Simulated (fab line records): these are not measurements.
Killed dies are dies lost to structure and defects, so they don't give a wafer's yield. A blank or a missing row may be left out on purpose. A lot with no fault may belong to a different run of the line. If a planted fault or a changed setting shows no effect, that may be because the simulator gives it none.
Comparing a struck lot with a sound one | flow sky130 | 17 out of 708 route steps
Sound: these wafers, L467.1, L467.3, L467.5. Wafers struck: L470.2, L470.3, L470.5. Last of all comes the cause.
For every step that has rows: the tool of each side, followed by ch and its chambers, followed by its first start. Under that, the readings that differ: sound wafers | struck wafers | difference of the means | sigmas: that difference in standard deviations of wafers without a fault.
alike: readings with means less than 2 such deviations apart, plus words and numbers identical on both sides. not compared: withheld readings, readings lacking a value on some wafer, bounds such as >300 that could conceal the same value, and numbers that have no deviation in the record and whose values overlap.
The two part at a step that has a row with sigmas, a row that says differs or no value, or rows on one side only. Non-overlapping numbers with no deviation appear without sigmas and do not part them. Lack of a reading on every wafer of one side parts them only where that side has two or more wafers.

first, 1 step without rows for these wafers: SKY_LDD_N_IMPLANT_15.
SKY_LDD_N_STRIP_16: strips in O2/N2.
  sound on plasma_asher-02 ch 1, day 22 07:10; struck on plasma_asher-01 ch 0,1, day 23 11:47
  alike: drypump_motor_current_A, n2_flow_sccm, oes_product_au, strip_time_to_endpoint_s
  not compared: rf_hours_counter_h
SKY_LDD_N_TW_MEAS_17:
  struck on film_metro-01, day 23 11:53; sound on film_metro-01, day 22 07:16
  alike: LDD_N_TW
then, 7 steps without rows for these wafers: SKY_LDD_P_DEHYDRATE_00 (time 60 s); SKY_LDD_P_HMDS_01 (prime time 60 s); SKY_LDD_P_COAT_02 (resist thk 1140 nm); SKY_LDD_P_SOFTBAKE_03 (time 60 s); SKY_LDD_P_EXPOSE_04 (exposes mask PSDM, target cd 380 nm); SKY_LDD_P_PEB_05; SKY_LDD_P_DEVELOP_06 (develop time 60 s).
SKY_LDD_P_CD_MEAS_07 targets a cd of 380 nm.
  struck on cd_sem-01, day 24 18:10; sound on cd_sem-01, day 23 13:36
  alike: cd_nm
SKY_LDD_P_OVL_MEAS_08:
  struck on overlay-02, day 24 18:17; sound on overlay-02, day 23 13:43
  alike: LDD_P_OVL
SKY_LDD_P_IMPLANT_09:
  sound on implanter-04 ch 0, day 23 13:46; struck on implanter-04 ch 0, day 24 18:20
  reading            | sound            | struck         | difference | sigmas
  beam_on_s (s)      | 9.79 10.07 10.28 | 7.96 7.84 7.76 | -2.19      | -12
  faraday_current_uA | 57.2 56.3 55.0   | 71.0 71.9 72.7 | +15.7      | +14
  alike: dose_ions_cm2
SKY_LDD_P_STRIP_10: strips in O2/N2.
  sound on plasma_asher-01 ch 0,1, day 23 13:55; struck on plasma_asher-01 ch 1, day 24 18:28
  alike: drypump_motor_current_A, n2_flow_sccm, oes_product_au, strip_time_to_endpoint_s
  not compared: rf_hours_counter_h
SKY_LDD_P_TW_MEAS_11:
  struck on film_metro-02, day 24 18:34; sound on film_metro-01, day 23 14:01
  reading  | sound       | struck      | difference | sigmas
  LDD_P_TW | 639 639 636 | 580 580 581 | -58        | -14
then, 1 step without rows for these wafers: SKY_LDD_HVN_DEHYDRATE_00 (time 60 s).
-- a jump in the record: the struck wafers' starts before and after are 25 days apart (it breaks off in module LDD_HVN and resumes in module PAD_OPEN, where the first step shown is number 708 of the route) --
SKY_PAD_OPEN_PROBE_99:
  struck on prober-01, day 49 17:13; sound on prober-02, day 48 18:37
  reading                     | sound          | struck         | difference | sigmas
  killed_at_M0_to_M3          | 55 48 42       | 37 31 32       | -15        | -2
  killed_open                 | 59 41 56       | 45 30 37       | -15        | -2
  model.etest.tip_p.rs_ohm_sq | 6795 6867 6893 | 8585 8525 8566 | +1707      |
  alike: killed_at_M4_up, killed_at_contacts, killed_at_front_end, killed_at_other, killed_dies, killed_short
  not compared: model.etest.tip_p.rs_ohm_sq_range

== WHERE THEY PART ==
Earliest at SKY_LDD_P_IMPLANT_09; latest, in this record, at SKY_PAD_OPEN_PROBE_99.

WHY: what had been put in by the simulator
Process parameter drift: implanter-04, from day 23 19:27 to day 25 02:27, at SKY_LDD_P_IMPLANT_09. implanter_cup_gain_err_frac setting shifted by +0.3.
